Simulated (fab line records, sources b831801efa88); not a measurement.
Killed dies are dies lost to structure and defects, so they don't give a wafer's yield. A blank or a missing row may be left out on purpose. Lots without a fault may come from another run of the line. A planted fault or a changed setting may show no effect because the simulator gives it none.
Which tool did it? | flow gf180mcu | 6 lots, 18 wafers sampled, at 3 steps of a route of 602

WHAT THE GAUGES READ, wafer by wafer
GF_VT_IMPLANT_TW_MEAS_43.
lot  | measured     | on            | VT_IMPLANT_4_TW
L115 | day 7 20:36  | film_metro-02 | 684.9 687.0 686.4
L121 | day 9 18:49  | film_metro-02 | 686.1 686.6 684.8
L125 | day 10 18:40 | film_metro-03 | 611.3 614.0 616.0
L131 | day 12 10:10 | film_metro-02 | 680.1 683.7 685.7
L133 | day 12 22:52 | film_metro-04 | 685.8 685.2 686.9
L136 | day 13 19:40 | film_metro-02 | 680.5 684.3 688.3

WHICH TOOL RAN EACH LOT (tool, then ch and the chambers of the sampled wafers, then the start)
lot  | GF_STI_ETCH_13                    | GF_VT_IMPLANT_IMPLANT_41
L115 | rie_diel-01 ch 1,3, day 2 09:22   | implanter-03 ch 0, day 7 20:21
L121 | rie_diel-04 ch 0,2, day 3 14:35   | implanter-04 ch 0, day 9 18:34
L125 | rie_diel-04 ch 0,1,3, day 4 10:26 | implanter-04 ch 0, day 10 18:27
L131 | rie_diel-04 ch 0,1,3, day 5 17:01 | implanter-03 ch 0, day 12 09:57
L133 | rie_diel-01 ch 0,1,2, day 6 04:20 | implanter-02 ch 0, day 12 22:37
L136 | rie_diel-04 ch 1,2,3, day 6 18:28 | implanter-02 ch 0, day 13 19:25
- GF_STI_ETCH_13: etches the open film in CHF3/O2, stops on Si, target depth 282.31 nm, time 112.9 s.
- GF_VT_IMPLANT_IMPLANT_41

THE ANSWER, worked out from the rows above alone
Rule: what is usual is taken from the lots themselves. Put in order of their means at a reading, lots are off if they are a third of the lots or fewer, leave a main group of 4 or more, and stand apart from it by a gap of 3 or more times the standard deviation of the main group's means; of several such gaps the widest counts. A main group whose means are all the same, to the digits that the tables above print for the reading, isn't used. A lot without any number at a reading at which 4 lots or more have one is off too. The other lots that the step has rows for count as sound.
Off: L125, at GF_VT_IMPLANT_TW_MEAS_43 (VT_IMPLANT_4_TW). The main group: mean 685.1, standard deviation 1.1.
A tool fits if, at a process step before that reading, it ran every lot that is off, and no sound lot after the first of them. The gauges at GF_VT_IMPLANT_TW_MEAS_43 are tried like those tools. Can't be told from this: 2 tools fit, implanter-04 at GF_VT_IMPLANT_IMPLANT_41, film_metro-03 at GF_VT_IMPLANT_TW_MEAS_43.

WHAT THE SIMULATOR HAD PUT IN
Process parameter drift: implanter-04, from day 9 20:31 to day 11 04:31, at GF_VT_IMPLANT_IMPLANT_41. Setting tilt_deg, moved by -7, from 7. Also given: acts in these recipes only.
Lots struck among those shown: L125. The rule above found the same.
